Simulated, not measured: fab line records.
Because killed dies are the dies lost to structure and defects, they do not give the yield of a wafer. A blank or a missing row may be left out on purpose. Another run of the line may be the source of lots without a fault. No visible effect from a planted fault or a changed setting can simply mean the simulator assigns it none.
fab line records | flow sky130
record: lots: 12 | wafers: 36 | last-day: 50
route steps=708 shown FIELD_ISO@1 PWDE@47 VT_ADJUST_HVTR@141 PAD_OPEN@708
lots with no fault: from the same line, run without faults
start-h: start of the lot's first displayed wafer, in hours after the record's first day | wait-h: how many hours have passed since the lot's step before this one | " the same as in the row above | L1.1+2: a single row standing in for several wafers | - no value, or no start given | * or withheld: withheld | < > ~ a bound
route shown NAME@n: a module of which the file shows steps, and the number in the route of the first | usual: the fault-free wafers' mean and standard deviation | same: alike in all rows | chamber/n: place in a boat | sites: readings site by site | _std_site: their standard deviation | _edge_site: the outer-site mean with the inner-site mean subtracted | radius-mm: how far each site lies from the wafer's centre | mask NAME#n: copy n | behind: the most recent tool/chamber to have shaped the wafer | hold: why the lot went on hold/how many hours it stayed there/how the hold came to an end | device: which transistor (n, p or np) failed to switch | end of line: the tests these same wafers got at the end of their route | a step with no rows: only its recipe | killed: dies that structure and defects cost at the first sort, which is not the same as the wafer's yield | map: the dies of a wafer, with x for killed, . for not killed, _ for no die there
set.NAME: the setting as run; set.NAME@STEP: as run at that earlier step | model.NAME: the simulator's own value behind a step, which no gauge read
a sample of lots followed through the steps of the route, with each step as a table and each wafer as a row
services: from which hour (start-h, from the record's first day; less than 0 if before it) a tool's chamber was out of use, for how many hours, and why
== steps ==
step: SKY_FIELD_ISO_BOW_MEAS_00
recipe: mode: bow
usual: INCOMING_BOW: 0/6.2
lot.wafer | tool          | chamber | start-h | wait-h | INCOMING_BOW[um]
L331.2    | film-metro-02 | -       | 15.02   | -      | -5
L331.3    | "             | -       | "       | "      | -2
L331.6    | "             | -       | "       | "      | -5
L332.2    | film-metro-04 | -       | 20.02   | -      | 3
L332.3    | "             | -       | "       | "      | -9
L332.5    | "             | -       | "       | "      | -10
L333.2    | film-metro-04 | -       | 25.02   | -      | 5
L333.3    | "             | -       | "       | "      | 4
L333.4    | "             | -       | "       | "      | 1
L335.2    | film-metro-03 | -       | 35.02   | -      | -4
L335.3    | "             | -       | "       | "      | -4
L335.4    | "             | -       | "       | "      | 6
L336.1    | film-metro-03 | -       | 40.00   | -      | 1
L336.2    | "             | -       | "       | "      | 10
L336.3    | "             | -       | "       | "      | 1
L338.1    | film-metro-04 | -       | 50.00   | -      | -5
L338.2    | "             | -       | "       | "      | 4
L338.5    | "             | -       | "       | "      | 4
L340.3    | film-metro-03 | -       | 60.04   | -      | -6
L340.4    | "             | -       | "       | "      | -7
L340.5    | "             | -       | "       | "      | -16
L341.2    | film-metro-04 | -       | 65.02   | -      | 6
L341.3    | "             | -       | "       | "      | 7
L341.5    | "             | -       | "       | "      | -11
L345.2    | film-metro-03 | -       | 85.02   | -      | 3
L345.3    | "             | -       | "       | "      | 7
L345.6    | "             | -       | "       | "      | -9
L348.1    | film-metro-04 | -       | 100.00  | -      | 0
L348.3    | "             | -       | "       | "      | -3
L348.6    | "             | -       | "       | "      | 3
L349.3    | film-metro-02 | -       | 105.04  | -      | -1
L349.4    | "             | -       | "       | "      | 4
L349.5    | "             | -       | "       | "      | 4
L350.1    | film-metro-03 | -       | 110.00  | -      | 6
L350.2    | "             | -       | "       | "      | 4
L350.4    | "             | -       | "       | "      | 2
step: SKY_FIELD_ISO_THK_MEAS_02
recipe: reads: SiO2_of_FIELD_ISO_OXIDATION_01
usual: FIELD_ISO_OXIDATION_00_THK: 12.12/0.2
lot.wafer | tool          | chamber | start-h | wait-h | FIELD_ISO_OXIDATION_00_THK[nm]
L331.2    | film-metro-03 | -       | 17.57   | 0.0    | 12.32
L331.3    | "             | -       | "       | "      | 12.37
L331.6    | "             | -       | "       | "      | 12.12
L332.2    | film-metro-04 | -       | 23.43   | 0.0    | 12.21
L332.3    | "             | -       | "       | "      | 12.22
L332.5    | "             | -       | "       | "      | 12.31
L333.2    | film-metro-03 | -       | 27.75   | 0.0    | 11.97
L333.3    | "             | -       | "       | "      | 12.22
L333.4    | "             | -       | "       | "      | 11.91
L335.2    | film-metro-04 | -       | 36.64   | 0.0    | 12.11
L335.3    | "             | -       | "       | "      | 11.96
L335.4    | "             | -       | "       | "      | 11.99
L336.1    | film-metro-03 | -       | 43.07   | 0.0    | 12.09
L336.2    | "             | -       | "       | "      | 12.13
L336.3    | "             | -       | "       | "      | 11.93
L338.1    | film-metro-02 | -       | 52.87   | 0.0    | 11.92
L338.2    | "             | -       | "       | "      | 11.91
L338.5    | "             | -       | "       | "      | 12.09
L340.3    | film-metro-03 | -       | 62.32   | 0.0    | 11.87
L340.4    | "             | -       | "       | "      | 12.09
L340.5    | "             | -       | "       | "      | 12.22
L341.2    | film-metro-04 | -       | 67.14   | 0.0    | 11.74
L341.3    | "             | -       | "       | "      | 11.61
L341.5    | "             | -       | "       | "      | 11.61
L345.2    | film-metro-04 | -       | 86.64   | 0.0    | 12.45
L345.3    | "             | -       | "       | "      | 12.46
L345.6    | "             | -       | "       | "      | 12.40
L348.1    | film-metro-03 | -       | 101.63  | 0.0    | 12.27
L348.3    | "             | -       | "       | "      | 12.38
L348.6    | "             | -       | "       | "      | 12.07
L349.3    | film-metro-03 | -       | 106.65  | 0.0    | 12.29
L349.4    | "             | -       | "       | "      | 12.33
L349.5    | "             | -       | "       | "      | 12.28
L350.1    | film-metro-02 | -       | 111.63  | 0.0    | 12.00
L350.2    | "             | -       | "       | "      | 12.25
L350.4    | "             | -       | "       | "      | 11.87
step: SKY_PWDE_COAT_02
recipe: spin-rpm: 2000 | resist-thk-nm: 3000
lot.wafer  | tool           | chamber | start-h | wait-h
L331.2+3+6 | litho-track-01 | 0       | 67.67   | 0.1
L332.2+3+5 | litho-track-04 | 0       | 73.35   | 0.1
L333.2+3+4 | litho-track-03 | 0       | 77.29   | 0.1
L335.2+3+4 | litho-track-04 | 0       | 89.75   | 0.1
L336.1+2+3 | litho-track-04 | 0       | 94.63   | 0.1
L338.1+2+5 | litho-track-04 | 0       | 105.58  | 0.1
L340.3+4+5 | litho-track-04 | 0       | 118.13  | 0.1
L341.2+3+5 | litho-track-04 | 0       | 121.20  | 0.1
L345.2+3+6 | litho-track-01 | 0       | 143.17  | 0.1
L348.1+3+6 | litho-track-01 | 0       | 161.24  | 0.1
L349.3+4+5 | litho-track-03 | 0       | 163.31  | 0.1
L350.1+2+4 | litho-track-01 | 0       | 171.69  | 0.1
step: SKY_PWDE_STRIP_09
recipe: chemistry: O2/N2 | power-w: 1400 | pressure-mtorr: 1500 | platen-temp-c: withheld | o2-flow-sccm: 3000 | n2-flow-sccm: 300 | overash-fraction: 0.5
usual: drypump-motor-current-A: 5.7/0.37 | oes-product-au: 0.723/0.0047 | strip-time-to-endpoint-s: 36.89/0.11
lot.wafer | tool            | chamber | start-h | wait-h | drypump-motor-current-A | oes-product-au | rf-hours-counter-h | strip-time-to-endpoint-s
L331.2    | plasma-asher-04 | 1       | 76.66   | 0.1    | 5.2                     | 0.726          | 38                 | 36.81
L331.3    | "               | 0       | "       | "      | 6.3                     | 0.723          | -                  | 36.91
L331.6    | "               | 0       | "       | "      | 6.3                     | 0.721          | -                  | 36.82
L332.2    | plasma-asher-01 | 1       | 82.53   | 0.1    | 5.7                     | 0.723          | 40                 | 36.90
L332.3    | "               | 0       | "       | "      | 5.2                     | 0.723          | -                  | 36.93
L332.5    | "               | 1       | "       | "      | 5.7                     | 0.714          | -                  | 36.81
L333.2    | plasma-asher-04 | 1       | 86.65   | 0.1    | 5.2                     | 0.717          | 39                 | 36.81
L333.3    | "               | 0       | "       | "      | 6.3                     | 0.720          | -                  | 36.77
L333.4    | "               | 1       | "       | "      | 5.2                     | 0.730          | -                  | 36.66
L335.2    | plasma-asher-02 | 1       | 99.71   | 0.1    | 6.1                     | 0.723          | 42                 | 37.12
L335.3    | "               | 1       | "       | "      | 6.1                     | 0.713          | -                  | 37.02
L335.4    | "               | 0       | "       | "      | 5.7                     | 0.721          | -                  | 36.87
L336.1    | plasma-asher-02 | 0       | 104.45  | 0.1    | 5.7                     | 0.724          | 42                 | 36.77
L336.2    | "               | 1       | "       | "      | 6.1                     | 0.726          | 42                 | 36.91
L336.3    | "               | 1       | "       | "      | 6.1                     | 0.729          | -                  | 36.88
L338.1    | plasma-asher-04 | 0       | 115.61  | 0.1    | 6.3                     | 0.725          | 42                 | 36.99
L338.2    | "               | 1       | "       | "      | 5.1                     | 0.724          | 42                 | 36.91
L338.5    | "               | 0       | "       | "      | 6.3                     | 0.725          | -                  | 36.94
L340.3    | plasma-asher-01 | 0       | 128.14  | 0.1    | 5.2                     | 0.710          | -                  | 12.89
L340.4    | "               | 1       | "       | "      | 5.6                     | 0.721          | -                  | 36.95
L340.5    | "               | 0       | "       | "      | 5.2                     | 0.713          | -                  | 12.89
L341.2    | plasma-asher-01 | 1       | 131.80  | 0.1    | 5.6                     | 0.718          | 1                  | 12.87
L341.3    | "               | 1       | "       | "      | 5.7                     | 0.721          | -                  | 12.84
L341.5    | "               | 1       | "       | "      | 5.6                     | 0.721          | -                  | 12.83
L345.2    | plasma-asher-02 | 0       | 153.71  | 0.1    | 5.7                     | 0.718          | 47                 | 36.91
L345.3    | "               | 1       | "       | "      | 6.1                     | 0.722          | -                  | 36.92
L345.6    | "               | 0       | "       | "      | 5.7                     | 0.728          | -                  | 36.86
L348.1    | plasma-asher-02 | 1       | 172.58  | 0.1    | 6.1                     | 0.725          | 49                 | 36.92
L348.3    | "               | 0       | "       | "      | 5.7                     | 0.729          | -                  | 36.80
L348.6    | "               | 0       | "       | "      | 5.7                     | 0.719          | -                  | 36.82
L349.3    | plasma-asher-02 | 0       | 173.99  | 0.1    | 5.7                     | 0.726          | -                  | 36.74
L349.4    | "               | 1       | "       | "      | 6.1                     | 0.726          | -                  | 36.70
L349.5    | "               | 1       | "       | "      | 6.1                     | 0.722          | -                  | 36.68
L350.1    | plasma-asher-01 | 1       | 182.71  | 0.1    | 5.7                     | 0.718          | 7                  | 36.88
L350.2    | "               | 0       | "       | "      | 5.2                     | 0.722          | 7                  | 36.96
L350.4    | "               | 0       | "       | "      | 5.2                     | 0.721          | -                  | 36.70
step: SKY_VT_ADJUST_HVTR_STRIP_10
recipe: chemistry: O2/N2 | power-w: 1400 | pressure-mtorr: 1500 | platen-temp-c: withheld | o2-flow-sccm: 3000 | n2-flow-sccm: 300 | overash-fraction: 0.5
usual: drypump-motor-current-A: 6.0/0.46 | oes-product-au: 0.716/0.0045 | strip-time-to-endpoint-s: 14.19/0.045
lot.wafer | tool            | chamber | start-h | wait-h | drypump-motor-current-A | oes-product-au | rf-hours-counter-h | strip-time-to-endpoint-s
L331.2    | plasma-asher-02 | 0       | 219.03  | 0.1    | 5.7                     | 0.716          | 53                 | 14.19
L331.3    | "               | 1       | "       | "      | 6.1                     | 0.710          | -                  | 14.17
L331.6    | "               | 0       | "       | "      | 5.7                     | 0.709          | -                  | 14.18
L332.2    | plasma-asher-03 | 0       | 228.41  | 0.1    | 6.3                     | 0.712          | 40                 | 14.21
L332.3    | "               | 0       | "       | "      | 6.3                     | 0.722          | -                  | 14.19
L332.5    | "               | 1       | "       | "      | 6.5                     | 0.720          | -                  | 14.23
L333.2    | plasma-asher-03 | 0       | 230.80  | 0.1    | 6.3                     | 0.713          | 40                 | 14.25
L333.3    | "               | 0       | "       | "      | 6.3                     | 0.717          | -                  | 14.28
L333.4    | "               | 1       | "       | "      | 6.5                     | 0.717          | -                  | 14.25
L335.2    | plasma-asher-04 | 1       | 246.60  | 0.1    | 5.2                     | 0.718          | 54                 | 14.18
L335.3    | "               | 0       | "       | "      | 6.3                     | 0.717          | -                  | 14.21
L335.4    | "               | 1       | "       | "      | 5.1                     | 0.721          | -                  | 14.23
L336.1    | plasma-asher-04 | 0       | 253.33  | 0.1    | 6.3                     | 0.721          | 55                 | 14.19
L336.2    | "               | 1       | "       | "      | 5.2                     | 0.714          | 55                 | 14.19
L336.3    | "               | 0       | "       | "      | 6.3                     | 0.716          | -                  | 14.16
L338.1    | plasma-asher-02 | 1       | 265.10  | 0.1    | 6.1                     | 0.724          | 58                 | 14.21
L338.2    | "               | 0       | "       | "      | 5.7                     | 0.717          | 58                 | 14.22
L338.5    | "               | 1       | "       | "      | 6.1                     | 0.723          | -                  | 14.21
L340.3    | plasma-asher-03 | 0       | 280.33  | 0.1    | 6.3                     | 0.720          | -                  | 14.20
L340.4    | "               | 1       | "       | "      | 6.5                     | 0.724          | -                  | 14.25
L340.5    | "               | 0       | "       | "      | 6.3                     | 0.715          | -                  | 14.26
L341.2    | plasma-asher-04 | 0       | 284.28  | 0.1    | 6.3                     | 0.722          | 58                 | 14.22
L341.3    | "               | 0       | "       | "      | 6.3                     | 0.720          | -                  | 14.20
L341.5    | "               | 1       | "       | "      | 5.2                     | 0.724          | -                  | 14.15
L345.2    | plasma-asher-03 | 1       | 312.78  | 0.1    | 6.5                     | 0.716          | 48                 | 14.09
L345.3    | "               | 1       | "       | "      | 6.5                     | 0.717          | -                  | 14.11
L345.6    | "               | 1       | "       | "      | 6.5                     | 0.729          | -                  | 14.10
L348.1    | plasma-asher-04 | 0       | 337.56  | 0.1    | 6.3                     | 0.715          | 63                 | 14.16
L348.3    | "               | 0       | "       | "      | 6.3                     | 0.714          | -                  | 14.15
L348.6    | "               | 1       | "       | "      | 5.2                     | 0.719          | -                  | 14.19
L349.3    | plasma-asher-02 | 0       | 338.58  | 0.1    | 5.7                     | 0.713          | -                  | 14.19
L349.4    | "               | 1       | "       | "      | 6.1                     | 0.720          | -                  | 14.21
L349.5    | "               | 1       | "       | "      | 6.1                     | 0.713          | -                  | 14.21
L350.1    | plasma-asher-03 | 1       | 349.95  | 0.1    | 6.5                     | 0.720          | 52                 | 14.20
L350.2    | "               | 0       | "       | "      | 6.2                     | 0.714          | 52                 | 14.21
L350.4    | "               | 1       | "       | "      | 6.5                     | 0.722          | -                  | 14.20
step: SKY_PAD_OPEN_PROBE_99
usual: killed_at_M0_to_M3: 43/6.7 | killed_at_M4_up: 3.2/2.1 | killed-at-contacts: 25/5.9 | killed-at-front-end: 16/4.7 | killed-at-other: 0.3/0.54 | killed-dies: 87/9.8 | killed-on-rim: 17/3.7 | killed-open: 47/6.7 | killed-short: 40/6.5
same: gross-dies: 492 | killed-at-back-side: 0
lot.wafer | tool      | chamber | start-h | wait-h | killed_at_M0_to_M3 | killed_at_M4_up | killed-at-contacts | killed-at-front-end | killed-at-other | killed-dies | killed-on-rim | killed-open | killed-short
L338.1    | prober-02 | -       | 1130.28 | 0.1    | 38                 | 6               | 20                 | 13                  | 1               | 78          | 18            | 41          | 36
L338.2    | prober-02 | -       | 1130.33 | 0.1    | 34                 | 3               | 32                 | 13                  | 1               | 83          | 11            | 41          | 42
L338.5    | prober-02 | -       | 1130.48 | 0.2    | 49                 | 2               | 22                 | 15                  | 0               | 88          | 17            | 48          | 40
L340.3    | prober-02 | -       | 1145.23 | 0.2    | 48                 | 5               | 29                 | 398                 | 1               | 481         | 96            | 54          | 39
L340.4    | prober-02 | -       | 1145.28 | 0.2    | 39                 | 5               | 24                 | 18                  | 0               | 86          | 14            | 49          | 35
L340.5    | prober-02 | -       | 1145.33 | 0.2    | 47                 | 8               | 29                 | 396                 | 0               | 480         | 96            | 43          | 53
L341.2    | prober-01 | -       | 1148.45 | 0.1    | 43                 | 2               | 19                 | 411                 | 0               | 475         | 96            | 37          | 38
L341.3    | prober-01 | -       | 1148.50 | 0.2    | 32                 | 2               | 16                 | 433                 | 0               | 483         | 96            | 34          | 31
L341.5    | prober-01 | -       | 1148.60 | 0.2    | 33                 | 4               | 15                 | 428                 | 0               | 480         | 96            | 31          | 32
L348.1    | prober-02 | -       | 1181.98 | 0.1    | 51                 | 3               | 20                 | 19                  | 0               | 93          | 19            | 46          | 46
L348.3    | prober-02 | -       | 1182.08 | 0.2    | 41                 | 2               | 21                 | 20                  | 0               | 84          | 18            | 43          | 41
L348.6    | prober-02 | -       | 1182.23 | 0.2    | 48                 | 2               | 22                 | 19                  | 0               | 91          | 18            | 43          | 46
killed by level:class
L338.1 VIA1:geometric-particle:open=9 VIA1:geometric-particle:short=8 FIELD_ISO:geometric-particle:open=5 CONTACT:geometric-particle:open=5 METAL1:geometric-particle:short=5 LOCAL_INTERCONNECT:geometric-particle:short=4 VIA2:geometric-particle:open=4 VIA3:geometric-particle:open=4
L338.2 LI_CONTACT:geometric-particle:open=10 LOCAL_INTERCONNECT:geometric-particle:short=7 CONTACT:geometric-particle:short=7 VIA1:geometric-particle:open=7 CONTACT:geometric-particle:open=6 METAL1:geometric-particle:short=6 POLY_GATE:geometric-particle:open=4 VIA3:geometric-particle:short=4
L338.5 VIA1:geometric-particle:open=11 LI_CONTACT:geometric-particle:open=9 CONTACT:geometric-particle:open=7 VIA2:geometric-particle:open=7 VIA1:geometric-particle:short=6 VIA3:geometric-particle:open=6 METAL1:geometric-particle:short=6 FIELD_ISO:geometric-particle:short=5
L340.3 PWDE:area-expose=387 LI_CONTACT:geometric-particle:open=10 CONTACT:geometric-particle:open=10 VIA1:geometric-particle:open=9 VIA2:geometric-particle:open=8 CONTACT:geometric-particle:short=7 VIA1:geometric-particle:short=6 FIELD_ISO:geometric-particle:open=5
L340.4 VIA1:geometric-particle:open=12 CONTACT:geometric-particle:open=10 FIELD_ISO:geometric-particle:open=6 POLY_GATE:geometric-particle:open=5 LI_CONTACT:geometric-particle:open=5 METAL3:geometric-particle:short=5 VIA3:geometric-particle:open=5 CONTACT:geometric-particle:short=4
L340.5 PWDE:area-expose=383 VIA1:geometric-particle:open=12 LI_CONTACT:geometric-particle:open=11 METAL1:geometric-particle:short=8 LOCAL_INTERCONNECT:geometric-particle:short=6 CONTACT:geometric-particle:short=6 CONTACT:geometric-particle:open=6 VIA1:geometric-particle:short=5
L341.2 PWDE:area-expose=400 CONTACT:geometric-particle:open=8 VIA1:geometric-particle:short=8 METAL1:geometric-particle:short=7 LI_CONTACT:geometric-particle:open=6 VIA2:geometric-particle:short=6 VIA1:geometric-particle:open=5 VIA3:geometric-particle:open=5
L341.3 PWDE:area-expose=418 FIELD_ISO:geometric-particle:open=6 METAL1:geometric-particle:short=6 VIA1:geometric-particle:open=6 VIA3:geometric-particle:open=6 POLY_GATE:geometric-particle:short=5 LOCAL_INTERCONNECT:geometric-particle:short=5 LI_CONTACT:geometric-particle:open=3
L341.5 PWDE:area-expose=416 CONTACT:geometric-particle:open=8 VIA1:geometric-particle:open=6 FIELD_ISO:geometric-particle:short=4 POLY_GATE:geometric-particle:open=4 METAL1:geometric-particle:short=4 VIA2:geometric-particle:open=4 VIA3:geometric-particle:open=4
L348.1 VIA1:geometric-particle:open=11 METAL1:geometric-particle:short=8 VIA3:geometric-particle:open=7 CONTACT:geometric-particle:open=7 METAL2:geometric-particle:short=7 METAL3:geometric-particle:short=6 FIELD_ISO:geometric-particle:short=5 POLY_GATE:geometric-particle:open=5
L348.3 VIA1:geometric-particle:open=12 VIA2:geometric-particle:open=7 FIELD_ISO:geometric-particle:short=6 CONTACT:geometric-particle:open=6 POLY_GATE:geometric-particle:short=5 LOCAL_INTERCONNECT:geometric-particle:short=5 VIA3:geometric-particle:open=5 METAL2:geometric-particle:short=5
L348.6 LI_CONTACT:geometric-particle:open=10 VIA3:geometric-particle:open=9 VIA1:geometric-particle:open=8 METAL1:geometric-particle:short=8 METAL3:geometric-particle:short=7 POLY_GATE:geometric-particle:short=6 METAL2:geometric-particle:short=5 FIELD_ISO:geometric-particle:short=4
== services ==
tool            | chamber | start-h | hours | kind
plasma-asher-03 | -       | 61.59   | 1.3   | repair
plasma-asher-01 | -       | 108.75  | 9.0   | pm
plasma-asher-01 | 0       | 108.75  | 9.0   | vent-cycle
plasma-asher-01 | 1       | 108.75  | 9.0   | vent-cycle
plasma-asher-01 | 0       | 117.75  | -     | clean
plasma-asher-01 | 1       | 117.75  | -     | clean
litho-track-01  | -       | 120.61  | -     | consumable-replace:filter
plasma-asher-04 | -       | 120.87  | 2.1   | repair
plasma-asher-04 | -       | 240.41  | 1.6   | repair
plasma-asher-02 | -       | 257.47  | 1.8   | repair
== key ==
first-sign: step: SKY_PWDE_STRIP_09 | reading: strip-time-to-endpoint-s | direction: down | sigmas: 99+ | usual: * | struck: *
effect: step: SKY_PAD_OPEN_PROBE_99 | reading: killed-at-front-end | direction: up | sigmas: 85 | usual: 16 | struck: 413
more-kills-born-at: SKY_PWDE_EXPOSE_04@iline-stepper-01: 2004
met-at SKY_PWDE_COAT_02
struck-lots L340,L341
struck-wafers L340.3,L340.5,L341.2,L341.3,L341.5
tester-left-out L340,L341
not-acting-at SKY_FIELD_ISO_BOW_MEAS_00,SKY_FIELD_ISO_THK_MEAS_02,SKY_VT_ADJUST_HVTR_STRIP_10
onset-between 105.58 118.13
fault: kind: process-parameter-drift | tool: litho-track-04 | chamber: - | onset-h: 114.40 | steps: SKY_PWDE_COAT_02 | channel: resist-thk-nm | offset: -2044.2 | shape: step | end-h: 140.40 | scope: struck-wafers-only | acts-in: these-recipes-only | stated: 3000
tester-left-out: of these lots the tester's yield and bins aren't shown, on N5 and GAA mostly nor the transistor test; their killed dies are dies lost to structure and defects alone, not to doping, threshold or leakage, so they don't give the yield
